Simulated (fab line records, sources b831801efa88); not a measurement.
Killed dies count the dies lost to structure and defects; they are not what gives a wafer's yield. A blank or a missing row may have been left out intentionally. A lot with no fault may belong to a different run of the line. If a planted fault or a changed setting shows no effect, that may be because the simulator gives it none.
fab line records | flow sfq_line
record: lots: 14 wafers: 40 last_day: 82
route steps=325 shown R5@224
lots untouched by any fault: they come from a run of this same line in which no faults occurred
start_h: start of the lot's first displayed wafer, in hours after the record's first day | wait_h: hours elapsed since this lot's preceding step | " as in the row above | L1.1+2: several wafers, shown together as one row | - either no value or no given start | * or withheld: withheld | < > ~ a bound
route shown NAME@n: NAME is a module with steps in the file, n the number in the route of the first one | usual: the fault-free wafers' mean and standard deviation | same: alike in all rows | chamber/n: place in a boat | sites: the reading at each site | _std_site: the values' standard deviation | _edge_site: outer sites' mean less inner sites' | radius_mm: how far each site lies from the wafer's centre | mask NAME#n: copy n | behind: the tool/chamber that last shaped the wafer | hold: cause of the lot's hold/its duration in hours/its outcome | device: whichever transistor did not switch (one of n, p or np) | end of line: tests of these same wafers at the route's end | where a step has no rows: the recipe by itself | killed: at the first sort, the dies lost to defects and structure; wafer yield is something else | map: dies across one wafer; x = killed, . = not, _ = none there
set.NAME: the setting that was run; set.NAME@STEP: the one run at that earlier step | model.NAME: the simulator's own value behind a step, which no gauge read
route steps across a sampled set of lots; one table per step, one row per wafer
services: a tool's chamber out of use, with start hour (start_h, from the record's first day; less than 0 if before it), hours out, and reason
== steps ==
step: SFQ_TRILAYER_R5_BARC_OPEN_METAL_ETCH_177
recipe: mask_material: PR chemistry: O2 target_depth_nm: 125 target: BARC icp_w: 600 bias_w: 80 pressure_mtorr: 10 time_s: 41.7
usual: drypump_motor_current_A: 5.6/0.41 oes_product_au: 0.685/0.0049 rf_fwd_power_W: 593.7/2.2 run_length_s: 69.5/0.37
columns lot.wafer tool chamber start_h wait_h drypump_motor_current_A oes_product_au rf_fwd_power_W rf_hours_counter_h run_length_s
L459.2 rie_metal-01 0 1376.41 0.0 5.3 0.685 592.7 73 69.8
L459.5 " 1 " " 5.7 0.685 595.4 - 69.4
L459.6 " 0 " " 5.3 0.690 594.3 - 70.2
L460.2 rie_metal-04 1 1381.21 0.0 5.3 0.681 592.5 26 69.9
L460.5 " 1 " " 5.3 0.687 592.9 - 69.4
L460.6 " 0 " " 6.2 0.684 591.0 - 69.3
L461.1 rie_metal-03 1 1382.41 0.0 5.0 0.678 592.1 115 69.3
L461.4 " 0 " " 5.9 0.687 595.8 - 70.2
L461.5 " 0 " " 5.9 0.683 595.5 - 69.8
L462.1 rie_metal-03 1 1387.21 0.0 5.0 0.677 592.3 116 69.3
L462.2 " 0 " " 5.9 0.691 593.6 39 70.3
L462.3 " 0 " " 5.9 0.690 595.2 - 70.2
L463.1 rie_metal-03 0 1389.61 0.0 6.0 0.693 597.4 39 70.0
L463.4 " 1 " " 5.0 0.675 590.9 - 69.7
L463.6 " 1 " " 5.0 0.677 595.0 - 69.3
L464.1 rie_metal-03 0 1411.64 0.0 5.9 0.678 594.1 42 69.8
L464.3 " 1 " " 5.0 0.692 594.0 - 69.4
L464.5 " 0 " " 5.9 0.686 595.5 - 70.0
L465.1 rie_metal-03 1 1570.73 0.0 5.0 0.687 592.7 1 69.4
L465.3 " 0 " " 5.9 0.684 596.1 - 70.1
L465.6 " 0 " " 5.9 0.684 595.1 - 70.4
L466.1 rie_metal-04 1 1577.93 0.0 5.3 0.682 592.7 58 69.4
L466.5 " 0 " " 6.2 0.686 596.0 - 69.2
L466.6 " 1 " " 5.3 0.691 593.1 - 69.2
L467.1 rie_metal-04 0 1587.66 0.0 6.2 0.696 589.8 43 69.2
L467.4 " 0 " " 6.2 0.687 593.8 - 69.0
L467.6 " 0 " " 6.2 0.692 592.7 - 68.9
L468.4 rie_metal-01 1 1599.68 0.0 5.7 0.689 595.8 - 69.1
L468.5 " 0 " " 5.3 0.683 597.0 - 69.7
L468.6 " 1 " " 5.7 0.692 596.0 - 69.5
L469.1 rie_metal-01 0 1604.46 0.0 5.3 0.685 594.1 101 69.7
L469.3 " 0 " " 5.3 0.683 595.1 - 69.7
L469.5 " 1 " " 5.7 0.678 595.5 - 69.3
L476.2 rie_metal-04 1 1645.26 0.0 5.3 0.636 594.9 67 79.2
L476.3 " 0 " " 6.2 0.632 593.5 - 78.4
L478.3 rie_metal-04 1 1659.68 0.0 5.3 0.632 591.4 - 78.9
L478.4 " 0 " " 6.2 0.688 590.1 - 69.0
L479.2 rie_metal-03 1 1670.36 0.0 5.0 0.680 594.7 18 69.7
L479.3 " 0 " " 6.0 0.692 597.7 - 70.0
L479.5 " 1 " " 5.0 0.678 593.2 - 69.4
== services ==
columns tool chamber start_h hours kind
rie_metal-01 0 1393.27 5.6 repair
rie_metal-04 - 1393.39 1.0 repair
rie_metal-01 - 1425.43 22.6 repair
rie_metal-04 0 1458.27 24.1 repair
rie_metal-01 - 1459.42 0.2 repair
rie_metal-03 1 1539.97 - clean
rie_metal-03 1 1539.97 - consumable_replace:focus_ring
rie_metal-03 1 1539.97 23.6 scheduled_down
rie_metal-03 1 1539.97 23.6 vent_cycle
rie_metal-04 0 1544.99 12.3 repair
rie_metal-04 - 1610.41 2.8 pm
== key ==
first_sign: step: SFQ_TRILAYER_R5_BARC_OPEN_METAL_ETCH_177 reading: run_length_s direction: up sigmas: 25 usual: * struck: *
effect: step: SFQ_TRILAYER_R5_BARC_OPEN_METAL_ETCH_177 reading: oes_product_au direction: down sigmas: 11 usual: 0.685 struck: 0.633
met_at SFQ_TRILAYER_R5_BARC_OPEN_METAL_ETCH_177
struck_lots L476,L478
struck_wafers L476.2,L476.3,L478.3
onset_between 1587.66 1645.26
fault: kind: process_parameter_drift tool: rie_metal-04 chamber: - onset_h: 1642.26 steps: SFQ_TRILAYER_R5_BARC_OPEN_METAL_ETCH_177 channel: time_s offset: * shape: step end_h: 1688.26 scope: struck_wafers_only acts_in: * stated: *
